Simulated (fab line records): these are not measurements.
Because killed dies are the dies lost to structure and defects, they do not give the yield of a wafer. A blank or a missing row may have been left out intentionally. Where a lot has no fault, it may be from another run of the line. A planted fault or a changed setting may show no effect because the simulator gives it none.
A lot that was struck, set against a sound lot ; flow sky130 ; 15 out of 708 route steps
Sound: the wafers L347.2, L347.3, L347.4. The struck wafers were L357.1, L357.2, L357.4. The cause is given at the end.
Each step with rows lists, per side, the tool, then ch with its chambers, then its first start. Under that, the readings that differ: sound wafers ; struck wafers ; difference of the means ; sigmas: that difference in standard deviations of wafers without a fault.
alike: same words and numbers on both sides, and readings whose means sit less than 2 such deviations apart. not compared: any withheld reading, any reading some wafer has no value for, any bound like >300 that may hide the same value, and any number with overlapping values for which the record gives no deviation.
A row with sigmas, a row that says differs or no value, or rows on one side alone: a step with any of these is where the two part. Non-overlapping numbers with no deviation appear without sigmas and do not part them. A reading that every wafer of one side lacks parts them only if that side has two wafers or more.

SKY_VIA1_CMP_24: polishes, stops on SiO2, t overpolish 15 s, target thk 0 nm.
  sound on cmp-02 ch 0,1,3, day 34 16:51; struck on cmp-01 ch 0,1,3, day 37 13:50
  alike: edgeZonePressureFrac, motorCurrentA, overpolishRunS, timeToEndpointS
SKY_METAL2_SPUTTER_00: material Ti, target thk 15 nm, time 10 s.
  struck on pvdSputter-04, day 37 14:08; sound on pvdSputter-02, day 34 17:09
  alike: throttleValvePct
SKY_METAL2_SPUTTER_01: material TiN, target thk 20 nm, time 16.7 s.
  struck on pvdSputter-04, day 37 14:10; sound on pvdSputter-02, day 34 17:11
  alike: throttleValvePct
SKY_METAL2_SPUTTER_02: material AlCu, target thk 250 nm, time 13.3 s.
  struck on pvdSputter-04, day 37 14:11; sound on pvdSputter-02, day 34 17:12
  alike: throttleValvePct
SKY_METAL2_SPUTTER_03: material Ti, target thk 5 nm, time 3.3 s.
  struck on pvdSputter-04, day 37 14:13; sound on pvdSputter-02, day 34 17:14
  alike: throttleValvePct
then, 1 step without rows for these wafers: SKY_METAL2_SPUTTER_04 (material TiN, target thk 70 nm, time 58.3 s).
SKY_METAL2_RS_MEAS_05: the measuring method here is four-point-probe.
  struck on filmMetro-02, day 37 14:17; sound on filmMetro-02, day 34 17:19
  alike: METAL2_ALCU_RS
SKY_METAL2_THK_MEAS_06: measures by xrf.
  struck on filmMetro-02, day 37 14:24; sound on filmMetro-02, day 34 17:25
  alike: METAL2_ALCU_THK
then, 4 steps without rows for these wafers: SKY_METAL2_DEHYDRATE_07 (time 60 s); SKY_METAL2_HMDS_08 (prime time 60 s); SKY_METAL2_COAT_09 (resist thk 60 nm); SKY_METAL2_COAT_10 (resist thk 450 nm).
SKY_METAL2_SOFTBAKE_11: time 90 s.
  sound on lithoTrack-02 ch 0, day 35 06:00; struck on lithoTrack-01 ch 0, day 38 02:00
reading;sound;struck;difference;sigmas
runLengthS (s);118.90 118.82 118.81;126.59 126.33 126.61;+7.67;+38
  alike: plateTempC
then, 1 step without rows for these wafers: SKY_METAL2_EXPOSE_12 (exposes mask MM2, target cd 140 nm).
-- the record jumps here: 10 days lie between the struck wafers' starts before and after (it left off in module METAL2 and takes up again in module PAD_OPEN, whose first step shown is number 708 of the route) --
SKY_PAD_OPEN_PROBE_99:
  struck on prober-01, day 48 12:38; sound on prober-02, day 46 06:38
  alike: defectLimitedYield, killed_at_M0_to_M3, killed_at_M4_up, killedAtContacts, killedAtFrontEnd, killedAtOther, killedDies, killedOpen, killedShort, sort_bin_3_pad_short, sort_bin_5_function, sort_bin_6_memory, sortNPass, sortYieldPct

WHERE THEY PART
Within this record, at SKY_METAL2_SOFTBAKE_11 only. Later steps at which nothing parts them and some readings are alike: SKY_PAD_OPEN_PROBE_99.

WHY: what the simulator had put in
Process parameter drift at SKY_METAL2_SOFTBAKE_11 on lithoTrack-01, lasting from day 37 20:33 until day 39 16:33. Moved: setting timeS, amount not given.
